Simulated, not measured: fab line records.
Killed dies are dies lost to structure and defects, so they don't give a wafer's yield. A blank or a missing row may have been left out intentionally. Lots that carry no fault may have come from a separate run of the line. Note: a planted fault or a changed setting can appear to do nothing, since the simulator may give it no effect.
fab line records ; flow gf180mcu
[record] lots = 5; wafers = 15; last_day = 33
route steps=602 shown V4@491 MIM@503
lots with no fault: from the same line, run without faults
start_h: hours from the record's opening day to when the first of the lot's shown wafers began ; wait_h: hours since the lot's step before ; " same as the row above ; L1.1+2: several wafers, shown together as one row ; - no value present, or no start provided ; * or withheld: withheld ; < > ~ a bound
route shown NAME@n: a module of which the file shows steps, and the number in the route of the first ; usual: the fault-free wafers' mean and standard deviation ; same: alike in all rows ; chamber/n: place in a boat ; sites: each site's reading ; _std_site: the standard deviation of these ; _edge_site: inner sites' mean taken away from outer sites' mean ; radius_mm: for every site, how far away it sits from the centre of the wafer ; mask NAME#n: copy n ; behind: the most recent tool/chamber to have shaped the wafer ; hold: why the lot was held/for how many hours/how that ended ; device: whichever transistor did not switch (one of n, p or np) ; end of line: the same wafers' tests at the end of the route ; for a step that has no rows: nothing shown but its recipe ; killed: dies that structure and defects cost at the first sort, which is not the same as the wafer's yield ; map: shows each die of a wafer: x if killed, . if not, _ if none is there
set.NAME: the setting as run; set.NAME@STEP: as run at that earlier step ; model.NAME: the simulator's own value behind a step, which no gauge read
a table for each step, a row for each wafer; lots at some steps of the route
services: from which hour (start_h, from the record's first day; less than 0 if before it) a tool's chamber was out of use, for how many hours, and why
[[steps]]
[step GF_V4_OVL_MEAS_15]
[usual] V4_OVL = 2/6.1
lot.wafer;tool;chamber;start_h;wait_h;V4_OVL[nm]
L443.1;overlay-01;-;632.37;0.1;13
L443.2;overlay-01;-;632.37;0.1;9
L443.3;overlay-01;-;632.37;0.1;12
L446.1;overlay-02;-;670.35;0.1;-5
L446.2;overlay-02;-;670.35;0.1;3
L446.3;overlay-02;-;670.35;0.1;0
L450.2;overlay-02;-;686.78;0.1;6
L450.3;overlay-02;-;686.78;0.1;10
L450.5;overlay-02;-;686.78;0.1;4
L451.1;overlay-02;-;696.81;0.1;10
L451.2;overlay-02;-;696.81;0.1;-5
L451.5;overlay-02;-;696.81;0.1;7
L454.3;overlay-01;-;708.92;0.1;7
L454.5;overlay-01;-;708.92;0.1;8
L454.6;overlay-01;-;708.92;0.1;9
[step GF_V4_ETCH_16]
[recipe] chemistry = N2/H2; target_depth_a = withheld; overetch_a = withheld; time_s = withheld; target = BARC; ion_energy_ev = 200; source_w = 500; bias_w = 100; pressure_mtorr = 30; n2_flow_sccm = 100; h2_flow_sccm = 200
[usual] drypump_motor_current_A = 5.7/0.43; oes_product_au = 0.856/0.0045; throttle_valve_pct = 13.225/0.0089
lot.wafer;tool;chamber;start_h;wait_h;drypump_motor_current_A;oes_product_au;throttle_valve_pct
L443.1;rie_diel-03;1;632.41;0.0;5.6;0.859;13.214
L443.2;rie_diel-03;2;632.41;0.0;5.3;0.856;13.215
L443.3;rie_diel-03;3;632.41;0.0;5.7;0.862;13.224
L446.1;rie_diel-03;0;670.39;0.0;5.1;0.854;13.221
L446.2;rie_diel-03;3;670.39;0.0;5.7;0.860;13.221
L446.3;rie_diel-03;2;670.39;0.0;5.3;0.854;13.207
L450.2;rie_diel-04;2;686.81;0.0;6.5;0.859;13.222
L450.3;rie_diel-04;3;686.81;0.0;5.9;0.861;13.220
L450.5;rie_diel-04;0;686.81;0.0;5.6;0.850;13.233
L451.1;rie_diel-02;2;696.85;0.0;5.6;0.852;13.228
L451.2;rie_diel-02;1;696.85;0.0;5.3;0.847;13.215
L451.5;rie_diel-02;1;696.85;0.0;5.2;0.842;13.234
L454.3;rie_diel-03;3;708.94;0.0;5.7;0.856;13.228
L454.5;rie_diel-03;0;708.94;0.0;5.1;0.847;13.216
L454.6;rie_diel-03;1;708.94;0.0;5.6;0.856;13.225
[step GF_V4_ETCH_17]
[recipe] chemistry = C4F8/O2/Ar; mask_material = KrF; target = SiO2; stop_on = TiN; source_w = 1500; bias_w = 1200; pressure_mtorr = 40; c4f8_flow_sccm = withheld; O2_flow_sccm = 6; Ar_flow_sccm = 300; time_s = withheld; target_depth_a = 6300
[usual] oes_product_au = 0.863/0.0045
lot.wafer;tool;chamber;start_h;wait_h;oes_product_au
L443.1;rie_diel-03;1;-;-;0.860
L443.2;rie_diel-03;2;-;-;0.856
L443.3;rie_diel-03;3;-;-;0.868
L446.1;rie_diel-03;0;-;-;0.866
L446.2;rie_diel-03;3;-;-;0.860
L446.3;rie_diel-03;2;-;-;0.855
L450.2;rie_diel-04;2;-;-;0.864
L450.3;rie_diel-04;3;-;-;0.861
L450.5;rie_diel-04;0;-;-;0.865
L451.1;rie_diel-02;2;-;-;0.861
L451.2;rie_diel-02;1;-;-;0.860
L451.5;rie_diel-02;1;-;-;0.862
L454.3;rie_diel-03;3;-;-;0.871
L454.5;rie_diel-03;0;-;-;0.863
L454.6;rie_diel-03;1;-;-;0.866
[step GF_V4_STRIP_18]
[recipe] chemistry = O2/N2; power_w = 1400; pressure_mtorr = 1500; platen_temp_c = 250; o2_flow_sccm = 3000; n2_flow_sccm = 300; overash_fraction = 0.5
[usual] drypump_motor_current_A = 6.1/0.54; heater_power_w = 354/41; oes_product_au = 0.600/0.0042; platen_temp_c = 250.00/0.19
lot.wafer;tool;chamber;start_h;wait_h;drypump_motor_current_A;heater_power_w;oes_product_au;platen_temp_c;rf_hours_counter_h
L443.1;plasma_asher-01;0;632.54;-;4.7;305;0.595;249.96;81
L443.2;plasma_asher-01;1;632.54;-;6.8;366;0.602;250.16;81
L443.3;plasma_asher-01;1;632.54;-;6.8;364;0.600;250.03;-
L446.1;plasma_asher-02;0;670.52;-;6.0;394;0.596;249.96;61
L446.2;plasma_asher-02;1;670.52;-;6.6;413;0.604;250.26;61
L446.3;plasma_asher-02;1;670.52;-;6.6;419;0.607;250.23;-
L450.2;plasma_asher-01;0;686.94;-;4.7;304;0.596;250.01;87
L450.3;plasma_asher-01;1;686.94;-;6.8;367;0.597;249.98;-
L450.5;plasma_asher-01;0;686.94;-;4.7;308;0.597;249.75;-
L451.1;plasma_asher-04;1;696.98;-;6.2;327;0.602;249.83;111
L451.2;plasma_asher-04;0;696.98;-;6.1;307;0.600;250.31;111
L451.5;plasma_asher-04;0;696.98;-;6.1;311;0.597;249.98;-
L454.3;plasma_asher-04;0;709.10;-;6.1;305;0.600;250.28;-
L454.5;plasma_asher-04;1;709.10;-;6.2;333;0.605;250.02;-
L454.6;plasma_asher-04;0;709.10;-;6.1;307;0.598;249.98;-
[step GF_V4_STRIP_19]
[recipe] chemistry = post_etch_residue_remover; time_s = 1200; temp_c = 72.5
[step GF_V4_CLEAN_20]
[recipe] chemistry = DIW; dry = n2_spin
[step GF_V4_SPUTTER_21]
[recipe] material = Ti; target_thk_nm = 15; chamber_pressure_pa = 5; power_w = 2500; substrate_temp_c = 200; time_s = 80.02
[step GF_V4_SPUTTER_22]
[recipe] material = TiN; target_thk_nm = 10; chamber_pressure_pa = 5; power_w = 4000; time_s = 40
[usual] cathode_dc_power_W = 4000.1/0.63; chamber_pressure_pa = 4.999/0.0092; throttle_valve_pct = 29.9/1.4
lot.wafer;tool;chamber;start_h;wait_h;cathode_dc_power_W;chamber_pressure_pa;throttle_valve_pct
L443.1;pvd_sputter-01;-;633.13;0.0;4000.5;5.002;29.1
L443.2;pvd_sputter-01;-;633.13;0.0;4000.0;4.996;28.6
L443.3;pvd_sputter-01;-;633.13;0.0;3999.7;5.002;32.4
L446.1;pvd_sputter-01;-;671.15;0.0;4000.4;5.008;29.3
L446.2;pvd_sputter-01;-;671.15;0.0;4000.2;4.985;30.1
L446.3;pvd_sputter-01;-;671.15;0.0;3999.9;5.009;32.3
L450.2;pvd_sputter-01;-;687.53;0.0;4000.4;5.006;28.9
L450.3;pvd_sputter-01;-;687.53;0.0;4000.4;4.993;32.5
L450.5;pvd_sputter-01;-;687.53;0.0;4000.8;4.989;29.1
L451.1;pvd_sputter-01;-;697.57;0.0;4000.3;5.012;28.7
L451.2;pvd_sputter-01;-;697.57;0.0;4000.2;4.997;29.3
L451.5;pvd_sputter-01;-;697.57;0.0;3998.9;5.006;28.8
L454.3;pvd_sputter-03;-;709.69;0.0;4000.0;5.003;27.7
L454.5;pvd_sputter-03;-;709.69;0.0;4000.0;4.993;27.3
L454.6;pvd_sputter-03;-;709.69;0.0;3999.9;5.000;31.0
[step GF_V4_CVD_23]
[recipe] material = W; target_thk_nm = 350; time_s = 104.9; temp_c = 400; pressure_torr = 40
[step GF_V4_RS_MEAS_24]
[recipe] thk_meas_gauge = four-point-probe; reads = W_of_V4_CVD_23+TiN_of_V4_SPUTTER_22+Ti_of_V4_SPUTTER_21
[usual] V4_W_RS = 0.327/0.0039
lot.wafer;tool;chamber;start_h;wait_h;V4_W_RS[ohm/sq]
L443.1;film_metro-03;-;633.28;0.1;0.322
L443.2;film_metro-03;-;633.28;0.1;0.332
L443.3;film_metro-03;-;633.28;0.1;0.320
L446.1;film_metro-03;-;671.30;0.1;0.321
L446.2;film_metro-03;-;671.30;0.1;0.330
L446.3;film_metro-03;-;671.30;0.1;0.324
L450.2;film_metro-04;-;687.70;0.1;0.318
L450.3;film_metro-04;-;687.70;0.1;0.326
L450.5;film_metro-04;-;687.70;0.1;0.328
L451.1;film_metro-03;-;697.72;0.1;0.326
L451.2;film_metro-03;-;697.72;0.1;0.329
L451.5;film_metro-03;-;697.72;0.1;0.332
L454.3;film_metro-01;-;709.89;0.1;0.335
L454.5;film_metro-01;-;709.89;0.1;0.328
L454.6;film_metro-01;-;709.89;0.1;0.337
[step GF_V4_THK_MEAS_25]
[recipe] thk_meas_gauge = xrf; reads = W_of_V4_CVD_23
[usual] V4_W_THK = 344/4.8
lot.wafer;tool;chamber;start_h;wait_h;V4_W_THK[nm]
L443.1;film_metro-03;-;633.40;0.1;350
L443.2;film_metro-03;-;633.40;0.1;341
L443.3;film_metro-03;-;633.40;0.1;352
L446.1;film_metro-03;-;671.42;0.1;354
L446.2;film_metro-03;-;671.42;0.1;347
L446.3;film_metro-03;-;671.42;0.1;351
L450.2;film_metro-04;-;687.81;0.1;352
L450.3;film_metro-04;-;687.81;0.1;344
L450.5;film_metro-04;-;687.81;0.1;343
L451.1;film_metro-03;-;697.84;0.1;343
L451.2;film_metro-03;-;697.84;0.1;340
L451.5;film_metro-03;-;697.84;0.1;337
L454.3;film_metro-01;-;709.99;0.1;339
L454.5;film_metro-01;-;709.99;0.1;344
L454.6;film_metro-01;-;709.99;0.1;339
[step GF_V4_CMP_26]
[recipe] stop_on = SiO2; down_force_psi = 3.5; platen_rpm = 60; t_overpolish_s = 15; target_thk_nm = 0; pad_velocity_m_s = 0.94248
[usual] motor_current_A = 11.0/1.2; overpolish_run_s = 15.001/0.009; time_to_endpoint_s = 85/3.2
lot.wafer;tool;chamber;start_h;wait_h;motor_current_A;overpolish_run_s;time_to_endpoint_s
L443.3;cmp-01;2;633.46;0.0;12.2;14.990;86
L443.2;cmp-01;3;633.46;0.0;10.5;15.009;84
L443.1;cmp-01;1;633.46;0.0;11.7;14.986;85
L446.3;cmp-01;2;671.53;0.1;11.9;15.016;87
L446.1;cmp-01;3;671.53;0.1;10.6;14.992;83
L446.2;cmp-01;0;671.53;0.1;11.3;15.003;87
L450.2;cmp-01;1;687.86;0.0;11.5;15.013;90
L450.3;cmp-01;2;687.86;0.0;11.6;15.006;91
L450.5;cmp-01;2;687.86;0.0;11.9;15.021;87
L451.2;cmp-01;1;697.90;0.0;11.1;15.004;84
L451.1;cmp-01;2;697.90;0.0;11.7;15.017;85
L451.5;cmp-01;2;697.90;0.0;12.0;15.000;84
L454.3;cmp-02;0;710.08;0.1;13.0;14.998;83
L454.6;cmp-02;3;710.08;0.1;8.9;14.993;81
L454.5;cmp-02;0;710.08;0.1;13.0;14.990;85
[step GF_MIM_SPUTTER_00]
[recipe] material = Ti; target_thk_nm = 37.5; arriving_ion_energy_ev = 80; substrate_temp_c = 200; chamber_pressure_pa = 2; power_w = 4000; time_s = 150
[usual] cathode_dc_power_W = 3999.9/0.8; chamber_pressure_pa = 2.000/0.004; throttle_valve_pct = 30.1/1.2
lot.wafer;tool;chamber;start_h;wait_h;cathode_dc_power_W;chamber_pressure_pa;throttle_valve_pct
L443.1;pvd_sputter-04;-;633.76;0.1;4001.3;1.997;29.1
L443.2;pvd_sputter-04;-;633.76;0.1;4000.8;2.002;30.2
L443.3;pvd_sputter-04;-;633.76;0.1;3999.3;1.998;31.6
L446.1;pvd_sputter-01;-;671.78;0.1;-;-;-
L446.2;pvd_sputter-01;-;671.78;0.1;-;-;-
L446.3;pvd_sputter-01;-;671.78;0.1;-;-;-
L450.2;pvd_sputter-01;-;688.16;0.2;3999.6;1.999;32.1
L450.3;pvd_sputter-01;-;688.16;0.2;4001.7;2.000;28.8
L450.5;pvd_sputter-01;-;688.16;0.2;3999.6;2.000;29.1
L451.1;pvd_sputter-01;-;698.20;0.2;3999.6;2.000;29.4
L451.2;pvd_sputter-01;-;698.20;0.2;3999.9;1.999;32.2
L451.5;pvd_sputter-01;-;698.20;0.2;3999.7;2.002;32.1
L454.3;pvd_sputter-04;-;710.33;0.2;4000.4;2.001;31.6
L454.5;pvd_sputter-04;-;710.33;0.2;3999.2;1.999;29.6
L454.6;pvd_sputter-04;-;710.33;0.2;3999.7;2.002;31.6
[step GF_MIM_SPUTTER_01]
[recipe] material = TiN; target_thk_nm = 30; power_w = 6500; time_s = 25; chamber_pressure_pa = 0.4
[[services]]
tool;chamber;start_h;hours;kind
plasma_asher-04;-;610.75;1.7;repair
cmp-01;-;611.37;12.7;repair
pvd_sputter-01;-;621.42;2.4;repair
plasma_asher-04;-;624.27;4.4;pm
cmp-01;-;647.21;3.6;pm
rie_diel-02;3;647.45;5.6;repair
rie_diel-02;-;651.43;2.8;pm
rie_diel-02;0;654.18;-;clean
rie_diel-02;0;654.18;24.8;scheduled_down
rie_diel-02;0;654.18;24.8;vent_cycle
cmp-02;-;664.52;7.1;pm
rie_diel-02;3;677.64;9.9;repair
rie_diel-04;1;683.37;-;clean
rie_diel-04;1;683.37;13.8;scheduled_down
rie_diel-04;1;683.37;13.8;vent_cycle
rie_diel-03;-;688.75;0.8;repair
[[key]]
[first_sign] step = GF_MIM_SPUTTER_00; reading = tool_record; direction = missing
effect none on later readings
met_at GF_MIM_SPUTTER_00
struck_wafers L446.1,L446.2,L446.3
later_rows_left_out L446.1,L446.2,L446.3
sort_left_out L446.1,L446.2,L446.3
[fault] kind = skipped_step_whole; tool = pvd_sputter-01; chamber = -; onset_h = 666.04; steps = GF_MIM_SPUTTER_00; scope = struck_lots_only
// sort_left_out: the simulated sort isn't trusted on such a fault, so these wafers' sort isn't shown, and their yield isn't known
// later_rows_left_out: the simulator's readings of these wafers behind a module that went badly wrong aren't trusted and aren't shown, but for the sort
